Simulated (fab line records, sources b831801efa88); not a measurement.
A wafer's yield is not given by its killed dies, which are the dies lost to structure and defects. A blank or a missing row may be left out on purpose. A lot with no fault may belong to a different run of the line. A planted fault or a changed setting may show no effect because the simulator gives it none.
fab line records	flow sky130
[record] lots = 13	wafers = 39	last_day = 50
route steps=708 shown POLY_GATE@204 METAL4@635 VIA4@656 PASSIVATION@681 PAD_OPEN@708
lots untouched by any fault: they come from a run of this same line in which no faults occurred
start_h: start of the lot's first displayed wafer, in hours after the record's first day	wait_h: hours from the lot's prior step to this one	" repeats the value in the row above	L1.1+2: one row covering several wafers at once	- no value, or no start given	* or withheld: withheld	< > ~ a bound
route shown NAME@n: NAME is a module with steps in the file, n the number in the route of the first one	usual: mean/standard deviation of fault-free wafers	same: alike in all rows	chamber/n: place in a boat	sites: per-site readings	_std_site: how widely they spread, as a standard deviation	_edge_site: mean of outer sites minus mean of inner sites	radius_mm: for every site, how far away it sits from the centre of the wafer	mask NAME#n: copy n	behind: the most recent tool/chamber to have shaped the wafer	hold: the reason the lot was held/the length of the hold in hours/how it ended	device: the n, p or np transistor that did not switch	end of line: tests of these same wafers at the route's end	step lacking rows: just its recipe	killed: at the first sort, the dies lost to defects and structure; wafer yield is something else	map: per-die view of a wafer (x killed, . not killed, _ where there is no die)
set.NAME: the setting as run; set.NAME@STEP: as run at that earlier step	model.NAME: the simulator's own value behind a step, which no gauge read
a sample of lots followed through the steps of the route, with each step as a table and each wafer as a row
services: the hour from which a tool's chamber was out of use, counted from the record's first day as start_h (under 0 if before that day), plus the number of hours and why
[[steps]]
[step SKY_POLY_GATE_CVD_00]
[recipe] material = poly-Si	target_thk_nm = 180	temp_c = 620	time_s = 720	pressure_mtorr = 200
[usual] spike_tc_lower_C = 619.6/0.97
lot.wafer	tool	chamber	start_h	wait_h	spike_tc_lower_C
L585.1	lpcvd-01	1	320.54	0.0	620.8
L585.2	"	1	"	"	619.9
L585.6	"	1	"	"	617.8
L586.1	lpcvd-01	0	321.74	0.1	618.4
L586.3	"	0	"	"	619.2
L586.5	"	0	"	"	617.6
L588.1	lpcvd-01	1	330.03	0.0	620.4
L588.3	"	1	"	"	620.8
L588.5	"	1	"	"	620.6
L591.2	lpcvd-01	1	362.31	0.0	620.0
L591.4	"	1	"	"	618.1
L591.5	"	1	"	"	619.8
L592.4	lpcvd-01	0	365.65	0.0	616.9
L592.5	"	0	"	"	619.5
L592.6	"	0	"	"	620.5
L593.2	lpcvd-01	1	372.83	0.0	619.4
L593.3	"	1	"	"	618.8
L593.4	"	1	"	"	619.4
L594.1	lpcvd-01	0	388.25	0.0	619.1
L594.4	"	0	"	"	618.8
L594.6	"	0	"	"	618.6
L595.1	lpcvd-01	1	394.97	0.0	617.3
L595.3	"	1	"	"	619.8
L595.6	"	1	"	"	620.8
L601.2	lpcvd-01	1	453.05	0.0	619.6
L601.3	"	1	"	"	619.8
L601.6	"	1	"	"	620.1
L602.1	lpcvd-01	1	457.56	0.0	618.7
L602.2	"	1	"	"	621.3
L602.6	"	1	"	"	620.1
L603.1	lpcvd-01	1	469.95	0.0	621.0
L603.4	"	1	"	"	621.9
L603.5	"	1	"	"	620.9
L604.1	lpcvd-01	0	471.15	0.9	619.8
L604.3	"	0	"	"	618.9
L604.6	"	0	"	"	618.8
L607.3	lpcvd-01	1	516.24	0.0	620.6
L607.4	"	1	"	"	620.8
L607.5	"	1	"	"	618.8
[step SKY_METAL4_STRIP_19]
[recipe] chemistry = O2/N2	power_w = 1400	pressure_mtorr = 1500	platen_temp_c = withheld	o2_flow_sccm = 3000	n2_flow_sccm = 300	overash_fraction = 0.5
[usual] drypump_motor_current_A = 5.4/0.44	oes_product_au = 0.503/0.0058	strip_time_to_endpoint_s = 6.56/0.093
lot.wafer	tool	chamber	start_h	wait_h	drypump_motor_current_A	oes_product_au	rf_hours_counter_h	strip_time_to_endpoint_s
L585.1	plasma_asher-03	1	982.85	0.1	5.0	0.499	85	6.62
L585.2	"	0	"	"	4.8	0.501	85	6.44
L585.6	"	1	"	"	5.0	0.499	-	6.47
L586.1	plasma_asher-03	1	987.10	0.1	5.0	0.509	85	6.56
L586.3	"	0	"	"	4.8	0.500	-	6.58
L586.5	"	0	"	"	4.8	0.500	-	6.56
L588.1	plasma_asher-03	0	988.95	0.1	4.8	0.495	86	6.50
L588.3	"	0	"	"	4.8	0.502	-	6.40
L588.5	"	0	"	"	4.8	0.495	-	6.37
L591.2	plasma_asher-04	1	1029.75	0.1	5.7	0.497	30	6.47
L591.4	"	0	"	"	5.6	0.507	-	6.65
L591.5	"	0	"	"	5.6	0.499	-	6.46
L592.4	plasma_asher-04	1	1030.37	0.1	5.7	0.502	-	6.47
L592.5	"	1	"	"	5.7	0.516	-	6.63
L592.6	"	0	"	"	5.7	0.505	-	6.44
L593.2	plasma_asher-03	1	1031.20	0.1	5.0	0.496	90	6.58
L593.3	"	1	"	"	5.0	0.498	-	6.57
L593.4	"	0	"	"	4.9	0.509	-	6.62
L594.1	plasma_asher-03	0	1040.61	0.2	4.8	0.493	91	6.50
L594.4	"	1	"	"	5.0	0.509	-	6.72
L594.6	"	1	"	"	5.0	0.505	-	6.78
L595.1	plasma_asher-03	0	1044.30	0.1	4.8	0.518	91	6.77
L595.3	"	0	"	"	4.8	0.506	-	6.62
L595.6	"	1	"	"	5.0	0.511	-	6.62
L601.2	plasma_asher-02	1	1091.24	0.1	5.5	0.494	65	6.63
L601.3	"	1	"	"	5.5	0.495	-	6.57
L601.6	"	0	"	"	6.0	0.501	-	6.56
L602.1	plasma_asher-04	1	1092.00	0.1	5.7	0.506	36	6.63
L602.2	"	0	"	"	5.6	0.505	36	6.52
L602.6	"	0	"	"	5.6	0.499	-	6.64
L603.1	plasma_asher-04	1	1095.15	0.1	5.7	0.494	37	6.47
L603.4	"	0	"	"	5.7	0.499	-	6.47
L603.5	"	0	"	"	5.7	0.512	-	6.48
L604.1	plasma_asher-04	1	1098.84	0.1	5.7	0.503	37	6.43
L604.3	"	0	"	"	5.6	0.507	-	6.58
L604.6	"	0	"	"	5.6	0.502	-	6.60
L607.3	plasma_asher-02	0	1126.88	0.1	6.1	0.510	-	6.61
L607.4	"	1	"	"	5.5	0.495	-	6.53
L607.5	"	0	"	"	6.1	0.496	-	6.50
[step SKY_VIA4_SPUTTER_17]
[recipe] material = TiN	target_thk_nm = 20	chamber_pressure_pa = 5	power_w = 4000	time_s = 80
[usual] throttle_valve_pct = 30.2/1.2
lot.wafer	tool	chamber	start_h	wait_h	throttle_valve_pct
L585.1	pvd_sputter-03	-	1008.76	0.0	29.2
L585.2	"	-	"	"	31.8
L585.6	"	-	"	"	29.5
L586.1	pvd_sputter-03	-	1012.81	0.0	29.4
L586.3	"	-	"	"	31.4
L586.5	"	-	"	"	28.9
L588.1	pvd_sputter-03	-	1014.53	0.0	29.3
L588.3	"	-	"	"	29.3
L588.5	"	-	"	"	30.9
L591.2	pvd_sputter-03	-	1053.45	0.0	30.4
L591.4	"	-	"	"	29.0
L591.5	"	-	"	"	29.2
L592.4	pvd_sputter-04	-	1053.71	0.0	29.0
L592.5	"	-	"	"	30.9
L592.6	"	-	"	"	28.9
L593.2	pvd_sputter-03	-	1054.81	0.0	29.1
L593.3	"	-	"	"	30.8
L593.4	"	-	"	"	29.4
L594.1	pvd_sputter-02	-	1064.17	0.0	28.7
L594.4	"	-	"	"	29.6
L594.6	"	-	"	"	28.6
L595.1	pvd_sputter-02	-	1067.06	0.0	30.0
L595.3	"	-	"	"	32.3
L595.6	"	-	"	"	30.0
L601.2	pvd_sputter-03	-	1112.54	0.0	29.4
L601.3	"	-	"	"	31.5
L601.6	"	-	"	"	31.5
L602.1	pvd_sputter-03	-	1113.92	0.0	30.4
L602.2	"	-	"	"	29.2
L602.6	"	-	"	"	29.3
L603.1	pvd_sputter-03	-	1117.06	0.0	30.9
L603.4	"	-	"	"	31.7
L603.5	"	-	"	"	29.1
L604.1	pvd_sputter-04	-	1120.13	0.0	29.1
L604.3	"	-	"	"	31.0
L604.6	"	-	"	"	30.8
L607.3	pvd_sputter-02	-	1147.01	0.0	32.4
L607.4	"	-	"	"	29.6
L607.5	"	-	"	"	29.5
[step SKY_PASSIVATION_CVD_00]
[recipe] material = SiO2	target_thk_nm = 90	temp_c = 400	time_s = withheld	rf_w = 600
[usual] heater_power_w = 713/88
lot.wafer	tool	chamber	start_h	wait_h	heater_power_w
L585.1	pecvd-02	1	1032.93	0.0	758
L585.2	"	2	"	"	711
L585.6	"	2	"	"	715
L586.1	pecvd-02	2	1037.86	0.0	667
L586.3	"	2	"	"	684
L586.5	"	0	"	"	754
L588.1	pecvd-02	2	1038.48	0.0	683
L588.3	"	2	"	"	695
L588.5	"	2	"	"	682
L591.2	pecvd-03	1	1075.43	0.0	758
L591.4	"	1	"	"	751
L591.5	"	0	"	"	493
L592.4	pecvd-01	1	1076.30	0.0	757
L592.5	"	0	"	"	821
L592.6	"	2	"	"	608
L593.2	pecvd-02	1	1077.42	0.0	697
L593.3	"	1	"	"	692
L593.4	"	0	"	"	703
L594.1	pecvd-03	1	1086.47	0.0	609
L594.4	"	2	"	"	851
L594.6	"	0	"	"	503
L595.1	pecvd-01	1	1089.56	0.0	838
L595.3	"	0	"	"	689
L595.6	"	2	"	"	688
L601.2	pecvd-02	0	1133.47	0.0	736
L601.3	"	1	"	"	659
L601.6	"	2	"	"	665
L602.1	pecvd-03	0	1134.93	0.0	473
L602.2	"	2	"	"	675
L602.6	"	0	"	"	480
L603.1	pecvd-01	2	1137.08	0.0	676
L603.4	"	2	"	"	678
L603.5	"	0	"	"	751
L604.1	pecvd-02	2	1140.32	0.0	701
L604.3	"	1	"	"	764
L604.6	"	0	"	"	745
L607.3	pecvd-02	0	1166.06	0.0	626
L607.4	"	2	"	"	755
L607.5	"	1	"	"	681
[step SKY_PAD_OPEN_PROBE_99]
[usual] killed_at_M0_to_M3 = 43/7.1	killed_at_M4_up = 3.0/1.9	killed_at_contacts = 24/5	killed_at_front_end = 15/4.3	killed_at_other = 0.3/0.5	killed_dies = 85/9.6	killed_open = 46/7.1	killed_short = 39/6.8
[same] gross_dies = 492	killed_at_back_side = 0
lot.wafer	tool	chamber	start_h	wait_h	killed_at_M0_to_M3	killed_at_M4_up	killed_at_contacts	killed_at_front_end	killed_at_other	killed_dies	killed_open	killed_short
L592.4	prober-02	-	1119.60	0.2	53	2	32	14	0	101	55	46
L592.5	prober-02	-	1119.65	0.2	56	3	27	17	1	104	55	49
L592.6	prober-02	-	1119.70	0.2	41	4	23	23	1	92	55	37
L593.2	prober-01	-	1120.87	0.1	45	3	20	72	1	141	44	46
L593.3	prober-01	-	1120.92	0.2	45	1	20	74	0	140	53	31
L593.4	prober-01	-	1120.97	0.2	48	1	17	84	1	151	48	40
L594.1	prober-02	-	1129.32	0.1	44	2	22	57	0	125	49	37
L594.4	prober-02	-	1129.47	0.2	46	4	19	45	0	114	42	37
L594.6	prober-02	-	1129.57	0.2	36	2	24	45	1	108	46	26
L595.1	prober-01	-	1131.06	0.1	36	0	29	72	0	137	47	28
L595.3	prober-01	-	1131.16	0.2	36	3	22	83	0	144	40	38
L595.6	prober-01	-	1131.31	0.2	35	3	21	74	0	133	42	32
// killed by level:class
L592.4 CONTACT:geometric_particle:open=12 VIA1:geometric_particle:open=10 VIA3:geometric_particle:open=10 METAL2:geometric_particle:short=8 LI_CONTACT:geometric_particle:open=7 VIA1:geometric_particle:short=7 LOCAL_INTERCONNECT:geometric_particle:short=6 METAL1:geometric_particle:short=6
L592.5 VIA1:geometric_particle:open=14 VIA3:geometric_particle:open=10 METAL2:geometric_particle:short=9 CONTACT:geometric_particle:short=7 CONTACT:geometric_particle:open=7 VIA1:geometric_particle:short=6 LOCAL_INTERCONNECT:geometric_particle:short=5 FIELD_ISO:geometric_particle:short=4
L592.6 CONTACT:geometric_particle:open=8 VIA1:geometric_particle:open=8 LI_CONTACT:geometric_particle:open=7 LOCAL_INTERCONNECT:geometric_particle:short=7 VIA2:geometric_particle:open=6 VIA3:geometric_particle:open=6 FIELD_ISO:geometric_particle:open=5 FIELD_ISO:geometric_particle:short=5
L593.2 POLY_GATE:unspecified=51 VIA1:geometric_particle:open=9 LI_CONTACT:geometric_particle:open=9 FIELD_ISO:geometric_particle:short=8 METAL1:geometric_particle:short=6 METAL2:geometric_particle:short=6 VIA2:geometric_particle:open=6 FIELD_ISO:geometric_particle:open=5
L593.3 POLY_GATE:unspecified=56 VIA1:geometric_particle:open=17 CONTACT:geometric_particle:open=10 VIA1:geometric_particle:short=7 LI_CONTACT:geometric_particle:open=6 METAL2:geometric_particle:short=6 FIELD_ISO:geometric_particle:open=5 METAL2:geometric_particle:open=4
L593.4 POLY_GATE:unspecified=63 VIA1:geometric_particle:open=12 METAL1:geometric_particle:short=9 METAL2:geometric_particle:short=7 POLY_GATE:geometric_particle:open=6 VIA2:geometric_particle:open=6 VIA3:geometric_particle:open=6 FIELD_ISO:geometric_particle:open=5
L594.1 POLY_GATE:unspecified=39 CONTACT:geometric_particle:open=10 VIA1:geometric_particle:open=9 VIA3:geometric_particle:open=8 METAL2:geometric_particle:short=7 VIA2:geometric_particle:open=6 POLY_GATE:geometric_particle:open=5 LOCAL_INTERCONNECT:geometric_particle:short=5
L594.4 POLY_GATE:unspecified=35 METAL1:geometric_particle:short=9 VIA2:geometric_particle:open=9 VIA3:geometric_particle:open=9 VIA1:geometric_particle:open=8 CONTACT:geometric_particle:open=6 POLY_GATE:geometric_particle:short=5 LI_CONTACT:geometric_particle:open=5
L594.6 POLY_GATE:unspecified=36 LI_CONTACT:geometric_particle:open=9 CONTACT:geometric_particle:open=7 METAL2:geometric_particle:short=6 VIA1:geometric_particle:open=6 METAL2:geometric_particle:open=4 FIELD_ISO:geometric_particle:open=3 VIA3:geometric_particle:open=3
L595.1 POLY_GATE:unspecified=62 LI_CONTACT:geometric_particle:open=11 CONTACT:geometric_particle:open=11 VIA3:geometric_particle:open=8 METAL1:geometric_particle:short=7 VIA1:geometric_particle:open=7 METAL2:geometric_particle:short=5 CONTACT:geometric_particle:short=4
L595.3 POLY_GATE:unspecified=66 VIA3:geometric_particle:open=9 LI_CONTACT:geometric_particle:open=7 CONTACT:geometric_particle:open=6 VIA1:geometric_particle:open=6 METAL1:geometric_particle:short=5 POLY_GATE:geometric_particle:short=5 LOCAL_INTERCONNECT:geometric_particle:short=5
L595.6 POLY_GATE:unspecified=59 VIA3:geometric_particle:open=9 CONTACT:geometric_particle:open=8 VIA1:geometric_particle:open=6 VIA2:geometric_particle:open=6 LOCAL_INTERCONNECT:geometric_particle:short=5 LI_CONTACT:geometric_particle:open=4 CONTACT:geometric_particle:short=4
[[services]]
tool	chamber	start_h	hours	kind
lpcvd-01	-	302.42	2.8	pm
lpcvd-01	-	314.43	6.1	pm
pvd_sputter-03	-	332.85	1.1	repair
lpcvd-01	-	409.34	0.6	repair
pecvd-02	2	411.36	7.1	repair
pecvd-02	-	466.46	5.5	pm
pecvd-02	-	498.14	6.4	repair
lpcvd-01	-	519.28	6.0	pm
pecvd-02	0	534.71	5.2	repair
pecvd-02	-	561.83	2.8	pm
pecvd-02	-	586.17	1.8	repair
lpcvd-01	-	616.82	1.5	repair
pecvd-02	-	669.02	2.1	repair
pecvd-02	-	675.20	1.4	repair
pvd_sputter-03	-	699.42	7.7	repair
pvd_sputter-03	-	733.18	5.5	repair
lpcvd-01	-	767.40	1.4	repair
pvd_sputter-03	-	771.11	24.2	repair
lpcvd-01	-	795.13	0.8	pm
lpcvd-01	-	932.51	0.4	repair
lpcvd-01	-	1035.66	12.2	repair
pvd_sputter-03	-	1109.78	2.4	repair
pvd_sputter-03	-	1124.72	3.8	repair
pvd_sputter-03	-	1165.61	3.3	repair
[[key]]
[first_sign] step = SKY_PAD_OPEN_PROBE_99	reading = killed_at_front_end	direction = up	sigmas = 12	usual = 15	struck = 67
[effect] step = SKY_PAD_OPEN_PROBE_99	reading = killed_dies	direction = up	sigmas = 4.9	usual = 85	struck = 133
met_at SKY_POLY_GATE_CVD_00
struck_lots L593,L594,L595
tester_left_out L593,L594,L595
not_acting_at SKY_METAL4_STRIP_19,SKY_VIA4_SPUTTER_17,SKY_PASSIVATION_CVD_00
onset_between 365.65 372.83
[fault] kind = chamber_particle_source	tool = lpcvd-01	chamber = -	onset_h = 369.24	steps = SKY_POLY_GATE_CVD_00	rate_per_visit_cm2 = 1.8092	end_h = 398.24
// tester_left_out: of these lots the tester's yield and bins aren't shown, on N5 and GAA mostly nor the transistor test; their killed dies are dies lost to structure and defects alone, not to doping, threshold or leakage, so they don't give the yield
